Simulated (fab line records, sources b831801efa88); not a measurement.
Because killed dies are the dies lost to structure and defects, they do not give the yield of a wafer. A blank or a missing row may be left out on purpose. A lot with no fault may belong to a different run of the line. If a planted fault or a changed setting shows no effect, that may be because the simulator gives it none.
Which tool is to blame? -- flow sky130 -- 10 lots with 30 wafers sampled at 3 steps, on a route of 708 steps

WHAT THE GAUGES SHOWED, per wafer
SKY_SD_N_RS_MEAS_17: measures by four-point-probe.
lot,measured,on,SD_P_RS (ohm/sq)
L686,day 27 20:35,film-metro-02,146.4 146.8 146.8
L687,day 28 07:35,film-metro-02,146.2 146.3 146.2
L688,day 28 17:46,film-metro-04,146.8 146.4 146.7
L689,day 29 07:47,film-metro-01,147.2 147.0 146.8
L692,day 30 09:19,film-metro-01,147.0 147.0 146.9
L698,day 32 18:08,film-metro-04,151.0 151.4 151.7
L701,day 33 03:59,film-metro-01,151.8 151.4 150.9
L703,day 33 22:34,film-metro-02,146.1 146.8 146.4
L706,day 34 12:47,film-metro-01,147.2 147.4 147.7
L709,day 36 03:55,film-metro-04,146.9 146.6 146.5

WHICH TOOL RAN EACH LOT (tool, then ch and the chambers of the sampled wafers, then the start)
lot,SKY_SD_P_IMPLANT_09,SKY_SD_P_STRIP_10
L686,"implanter-01 ch 0, day 25 08:27","plasma-asher-02 ch 0, day 25 08:34"
L687,"implanter-03 ch 0, day 25 21:22","plasma-asher-01 ch 0,1, day 25 21:31"
L688,"implanter-03 ch 0, day 26 07:44","plasma-asher-01 ch 0,1, day 26 07:52"
L689,"implanter-03 ch 0, day 26 22:35","plasma-asher-01 ch 0, day 26 22:43"
L692,"implanter-01 ch 0, day 27 23:22","plasma-asher-04 ch 0,1, day 27 23:29"
L698,"implanter-01 ch 0, day 30 10:26","plasma-asher-02 ch 0,1, day 30 10:34"
L701,"implanter-01 ch 0, day 30 21:23","plasma-asher-04 ch 0,1, day 30 21:29"
L703,"implanter-03 ch 0, day 31 15:46","plasma-asher-02 ch 0,1, day 31 15:55"
L706,"implanter-03 ch 0, day 32 06:30","plasma-asher-01 ch 0,1, day 32 06:37"
L709,"implanter-01 ch 0, day 33 22:05","plasma-asher-04 ch 0,1, day 33 22:14"
- SKY_SD_P_IMPLANT_09
- SKY_SD_P_STRIP_10: strips in O2/N2.

THE ANSWER, worked out from the rows above alone
Rule: the usual values come from the lots themselves. The widest of any qualifying gaps counts: lots, ordered by their means at a reading, are off when they make up no more than a third of the lots, leave a main group of 4 or more, and stand apart from it by 3 or more times the standard deviation of that group's means. Not used: any main group whose means are identical at the precision the tables above print for the reading. A lot without any number at a reading at which 4 lots or more have one is off too. All remaining lots with rows at the step are treated as sound.
Off: L698, L701, seen at SKY_SD_N_RS_MEAS_17 (SD_P_RS). The main group: mean 146.8 ohm/sq, standard deviation 0.35.
A tool fits if, at a process step before that reading, it ran every lot that is off, and no sound lot after the first of them. Gauges at SKY_SD_N_RS_MEAS_17: tried the same way as those tools. No candidate that was tried fits.

WHAT THE SIMULATOR PUT IN
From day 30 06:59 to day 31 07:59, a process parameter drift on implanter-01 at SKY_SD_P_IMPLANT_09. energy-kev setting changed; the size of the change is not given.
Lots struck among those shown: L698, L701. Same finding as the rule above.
